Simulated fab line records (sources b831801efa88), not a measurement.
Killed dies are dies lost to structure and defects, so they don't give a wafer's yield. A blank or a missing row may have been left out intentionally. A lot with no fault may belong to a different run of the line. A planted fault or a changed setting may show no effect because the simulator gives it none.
Which of the tools did it? || flow sky130 || 11 lots with 33 wafers sampled at 2 steps, on a route of 708 steps

== WHAT THE GAUGES SHOWED, per wafer ==
SKY_METAL2_CD_MEAS_15 targets a cd of 140 nm.
{"lot": "L888", "measured": "day 35 19:18", "on": "cdSem-02", "cdNm (nm)": "139.2 138.3 139.9"}
{"lot": "L890", "measured": "day 36 16:54", "on": "cdSem-02", "cdNm (nm)": "139.1 139.1 138.8"}
{"lot": "L889", "measured": "day 36 17:50", "on": "cdSem-02", "cdNm (nm)": "140.2 140.2 141.1"}
{"lot": "L892", "measured": "day 36 23:26", "on": "cdSem-01", "cdNm (nm)": "140.8 139.5 139.3"}
{"lot": "L893", "measured": "day 37 13:31", "on": "cdSem-01", "cdNm (nm)": "142.1 141.4 142.0"}
{"lot": "L895", "measured": "day 37 22:26", "on": "cdSem-01", "cdNm (nm)": "140.5 141.9 139.7"}
{"lot": "L899", "measured": "day 39 03:13", "on": "cdSem-01", "cdNm (nm)": "140.1 140.9 140.9"}
{"lot": "L901", "measured": "day 39 16:14", "on": "cdSem-01", "cdNm (nm)": "138.4 137.6 137.8"}
{"lot": "L902", "measured": "day 39 22:14", "on": "cdSem-02", "cdNm (nm)": "145.2 144.8 143.9"}
{"lot": "L903", "measured": "day 40 09:05", "on": "cdSem-02", "cdNm (nm)": "141.8 142.5 143.1"}
{"lot": "L909", "measured": "day 42 00:01", "on": "cdSem-02", "cdNm (nm)": "140.7 140.3 139.9"}

== WHAT TOOL EACH LOT RAN ON (gives the tool, then ch and the chambers of the sampled wafers, and finally the start) ==
{"lot": "L888", "SKY_VIA1_ETCH_15": "rieDiel-03 ch 0,2, day 34 15:31"}
{"lot": "L890", "SKY_VIA1_ETCH_15": "rieDiel-03 ch 0,2, day 35 13:02"}
{"lot": "L889", "SKY_VIA1_ETCH_15": "rieDiel-03 ch 2,3, day 35 14:08"}
{"lot": "L892", "SKY_VIA1_ETCH_15": "rieDiel-02 ch 0,2, day 35 19:35"}
{"lot": "L893", "SKY_VIA1_ETCH_15": "rieDiel-04 ch 0,1, day 36 09:46"}
{"lot": "L895", "SKY_VIA1_ETCH_15": "rieDiel-02 ch 0,2,3, day 36 18:32"}
{"lot": "L899", "SKY_VIA1_ETCH_15": "rieDiel-04 ch 2,3, day 38 00:22"}
{"lot": "L901", "SKY_VIA1_ETCH_15": "rieDiel-04 ch 1,2,3, day 38 13:55"}
{"lot": "L902", "SKY_VIA1_ETCH_15": "rieDiel-03 ch 0,2, day 38 20:18"}
{"lot": "L903", "SKY_VIA1_ETCH_15": "rieDiel-04 ch 0,2,3, day 39 06:41"}
{"lot": "L909", "SKY_VIA1_ETCH_15": "rieDiel-02 ch 2,3, day 40 22:38"}
- SKY_VIA1_ETCH_15: etches SiO2 in C4F8/O2/Ar, stops on TiN, target depth 351 nm, time 54 s.

== THE ANSWER, worked out from the rows above alone ==
Rule: the lots themselves supply what counts as usual. Put in order of their means at a reading, lots are off if they are a third of the lots or fewer, leave a main group of 4 or more, and stand apart from it by a gap of 3 or more times the standard deviation of the main group's means; of several such gaps the widest counts. If all means in a main group match to the digits the tables above print for the reading, that group is not used. A lot without any number at a reading at which 4 lots or more have one is off too. Where the step has rows for the other lots, those lots are counted as sound.
None of the lots is off at any reading shown; this tells nothing.

== WHAT HAD BEEN PUT IN BY THE SIMULATOR ==
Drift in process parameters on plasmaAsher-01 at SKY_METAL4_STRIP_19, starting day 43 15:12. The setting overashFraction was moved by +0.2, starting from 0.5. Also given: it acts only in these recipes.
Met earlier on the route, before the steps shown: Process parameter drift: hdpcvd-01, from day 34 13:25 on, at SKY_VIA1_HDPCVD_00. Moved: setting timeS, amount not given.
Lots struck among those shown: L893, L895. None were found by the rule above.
